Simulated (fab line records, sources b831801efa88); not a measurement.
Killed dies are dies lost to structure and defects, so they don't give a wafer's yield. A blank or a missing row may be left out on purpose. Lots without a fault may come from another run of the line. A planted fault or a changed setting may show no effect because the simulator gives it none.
Which tool did it? | flow gf180mcu | 12 lots, 35 wafers sampled, at 6 steps of a route of 602

WHAT THE GAUGES READ, wafer by wafer
GF_V2_THK_MEAS_03. Usual: V2_CVD_02_THK 853 nm, standard deviation 14.
lot  | measured     | on            | V2_CVD_02_THK (nm) | flag
L905 | day 19 14:52 | film_metro-04 | 862 877 882        |
L907 | day 20 09:28 | film_metro-02 | 829 850 845        |
L908 | day 20 14:22 | film_metro-02 | 831 852 853        |
L910 | day 21 09:58 | film_metro-02 | 830 846 1617       | OFF
L912 | day 22 01:26 | film_metro-04 | 1594 838           | OFF
L919 | day 24 12:07 | film_metro-02 | 843 837 862        |
L920 | day 24 15:26 | film_metro-04 | 846 853 869        |
L922 | day 25 12:15 | film_metro-02 | 846 850 848        |
L923 | day 25 18:14 | film_metro-04 | 860 866 862        |
L925 | day 26 16:53 | film_metro-03 | 840 862 851        |
L927 | day 27 02:52 | film_metro-02 | 840 853 859        |
L926 | day 27 04:59 | film_metro-03 | 846 851 850        |

GF_V4_BOW_MEAS_05. Usual: V4_BOW 134 um, standard deviation 9.8.
lot  | measured     | on            | V4_BOW (um) | flag
L905 | day 23 18:35 | film_metro-02 | 137 133 127 |
L907 | day 24 11:44 | film_metro-02 | 140 135 128 |
L908 | day 24 15:19 | film_metro-03 | 136 138 139 |
L910 | day 25 10:20 | film_metro-03 | 145 135 128 |
L912 | day 26 03:41 | film_metro-04 | 125 116     |
L919 | day 28 06:39 | film_metro-02 | 145 131 131 |
L920 | day 28 09:22 | film_metro-03 | 135 122 123 |
L922 | day 29 05:34 | film_metro-03 | 131 119 123 |
L923 | day 29 10:01 | film_metro-03 | 140 150 141 |
L925 | day 30 05:26 | film_metro-03 | 140 122 124 |
L927 | day 30 15:23 | film_metro-02 | 144 132 132 |
L926 | day 30 19:34 | film_metro-02 | 122 132 150 |

WHICH TOOL RAN EACH LOT (tool, then ch and the chambers of the sampled wafers, then the start)
lot  | GF_V2_CVD_02                    | GF_V2_CMP_04                  | GF_V2_CVD_23                  | GF_V3_SPUTTER_21
L905 | pecvd-01 ch 1,2, day 19 14:48   | cmp-01 ch 1,2, day 19 14:56   | cvd_w-01 ch 0,1, day 20 15:54 | pvd_sputter-01, day 22 17:55
L907 | pecvd-04 ch 0,1,2, day 20 09:24 | cmp-01 ch 2,3, day 20 09:32   | cvd_w-01 ch 0,1, day 21 10:58 | pvd_sputter-01, day 23 11:29
L908 | pecvd-04 ch 0,1,2, day 20 14:18 | cmp-02 ch 1,2,3, day 20 14:32 | cvd_w-01 ch 0,1, day 21 14:38 | pvd_sputter-03, day 23 15:25
L910 | pecvd-04 ch 0,1,2, day 21 09:53 | cmp-02 ch 0,2, day 21 10:01   | cvd_w-01 ch 0,1, day 22 10:20 | pvd_sputter-01, day 24 10:20
L912 | pecvd-04 ch 1,2, day 22 01:22   | cmp-01 ch 1,2, day 22 01:29   | cvd_w-02 ch 1, day 23 05:13   | pvd_sputter-01, day 25 03:53
L919 | pecvd-04 ch 0,1, day 24 12:02   | cmp-02 ch 0,2,3, day 24 12:16 | cvd_w-02 ch 0,1, day 25 11:05 | pvd_sputter-01, day 27 08:01
L920 | pecvd-02 ch 0,1, day 24 15:22   | cmp-01 ch 0,1,3, day 24 15:35 | cvd_w-01 ch 0,1, day 25 14:37 | pvd_sputter-04, day 27 11:37
L922 | pecvd-04 ch 0,2, day 25 12:11   | cmp-01 ch 0,2, day 25 12:22   | cvd_w-02 ch 0,1, day 26 10:33 | pvd_sputter-03, day 28 07:52
L923 | pecvd-02 ch 0,1,2, day 25 18:10 | cmp-01 ch 0,2,3, day 25 18:21 | cvd_w-01 ch 0,1, day 26 16:00 | pvd_sputter-01, day 28 11:57
L925 | pecvd-01 ch 0,1, day 26 16:49   | cmp-02 ch 1,3, day 26 16:57   | cvd_w-01 ch 0, day 27 14:11   | pvd_sputter-04, day 29 08:42
L927 | pecvd-01 ch 1,2, day 27 02:48   | cmp-01 ch 0,1,3, day 27 02:56 | cvd_w-02 ch 0,1, day 28 01:25 | pvd_sputter-01, day 29 18:59
L926 | pecvd-04 ch 1,2, day 27 04:53   | cmp-01 ch 0,1,2, day 27 05:04 | cvd_w-01 ch 0, day 28 03:49   | pvd_sputter-04, day 29 22:34
- GF_V2_CVD_02: deposits SiO2 from TEOS, target thk 850 nm, time 94.851 s.
- GF_V2_CMP_04: polishes SiO2.
- GF_V2_CVD_23: deposits W, target thk 350 nm, time 104.94 s.
- GF_V3_SPUTTER_21: material Ti, target thk 15 nm, time 80.02 s.

WHAT THE TOOLS THEMSELVES READ (means of the sampled wafers that have a number; where no wafer has one, the mark that the record gives instead)
GF_V2_CVD_02. Usual: heater_power_w 610 W, standard deviation 84.
lot  | tool     | heater_power_w (W) | flag
L905 | pecvd-01 | 481                |
L907 | pecvd-04 | 607                |
L908 | pecvd-04 | 684                |
L910 | pecvd-04 | 608                |
L912 | pecvd-04 | 620                |
L919 | pecvd-04 | 673                |
L920 | pecvd-02 | 628                |
L922 | pecvd-04 | 618                |
L923 | pecvd-02 | 606                |
L925 | pecvd-01 | 554                |
L927 | pecvd-01 | 500                |
L926 | pecvd-04 | 640                |

GF_V2_CMP_04. Usual: motor_current_A 11.7 A, standard deviation 0.79; slurry_flow_ml_min 150.0, standard deviation 0.48; time_to_endpoint_s 80 s, standard deviation 7.5.
lot  | tool   | motor_current_A (A) | slurry_flow_ml_min | time_to_endpoint_s (s) | flag
L905 | cmp-01 | 11.4                | 150.1              | 79                     |
L907 | cmp-01 | 11.1                | 149.4              | 72                     |
L908 | cmp-02 | 11.6                | 149.9              | 81                     |
L910 | cmp-02 | 12.0                | 150.0              | 176                    | OFF
L912 | cmp-01 | 11.4                | 149.9              | 212                    | OFF
L919 | cmp-02 | 11.6                | 150.2              | 81                     |
L920 | cmp-01 | 11.8                | 149.9              | 81                     |
L922 | cmp-01 | 11.2                | 150.3              | 74                     |
L923 | cmp-01 | 11.2                | 150.2              | 80                     |
L925 | cmp-02 | 11.4                | 149.5              | 83                     |
L927 | cmp-01 | 11.8                | 149.6              | 73                     |
L926 | cmp-01 | 11.7                | 149.7              | 72                     |

GF_V2_CVD_23. Usual: heater_power_w 816 W, standard deviation 77.
lot  | tool     | heater_power_w (W) | flag
L905 | cvd_w-01 | 888                |
L907 | cvd_w-01 | 896                |
L908 | cvd_w-01 | 831                |
L910 | cvd_w-01 | 832                |
L912 | cvd_w-02 | 762                |
L919 | cvd_w-02 | 743                |
L920 | cvd_w-01 | 826                |
L922 | cvd_w-02 | 756                |
L923 | cvd_w-01 | 879                |
L925 | cvd_w-01 | 934                |
L927 | cvd_w-02 | 755                |
L926 | cvd_w-01 | 933                |

GF_V3_SPUTTER_21. Usual: chamber_pressure_pa 4.999 Pa, standard deviation 0.0096; throttle_valve_pct 29.8 %, standard deviation 1.
lot  | tool           | chamber_pressure_pa (Pa) | throttle_valve_pct (%) | flag
L905 | pvd_sputter-01 | 4.994                    | 30.1                   |
L907 | pvd_sputter-01 | 5.005                    | 30.1                   |
L908 | pvd_sputter-03 | 4.991                    | 29.7                   |
L910 | pvd_sputter-01 | 5.002                    | 30.3                   |
L912 | pvd_sputter-01 | 4.995                    | 29.3                   |
L919 | pvd_sputter-01 | 4.989                    | 30.2                   |
L920 | pvd_sputter-04 | 5.010                    | 29.2                   |
L922 | pvd_sputter-03 | 4.996                    | 29.9                   |
L923 | pvd_sputter-01 | 5.001                    | 29.4                   |
L925 | pvd_sputter-04 | 5.002                    | 30.1                   |
L927 | pvd_sputter-01 | 4.992                    | 29.1                   |
L926 | pvd_sputter-04 | 4.999                    | 29.5                   |

THE ANSWER, worked out from the rows above alone
Rule: a lot is off if the mean of its wafers that have a number lies more than 3 standard deviations from the usual mean. A lot without any number at a reading at which 4 lots or more have one is off too. The other lots that the step has rows for count as sound. The gauges are gone through in route order, then the tools' own readings, and for those a lot's mean is taken as printed above. The first step at which some lot is off is used, and at that step the reading that is off furthest; a lot without a number counts as furthest.
Off: L910, L912, at GF_V2_THK_MEAS_03 (V2_CVD_02_THK).
A tool fits if, at a process step before that reading, it ran every lot that is off, and no sound lot after the first of them. The gauges at GF_V2_THK_MEAS_03 aren't tried: what is off there is off at GF_V2_CMP_04 too, on other tools, and a gauge's error can't cause that. None of those tried fits.

WHAT THE SIMULATOR HAD PUT IN
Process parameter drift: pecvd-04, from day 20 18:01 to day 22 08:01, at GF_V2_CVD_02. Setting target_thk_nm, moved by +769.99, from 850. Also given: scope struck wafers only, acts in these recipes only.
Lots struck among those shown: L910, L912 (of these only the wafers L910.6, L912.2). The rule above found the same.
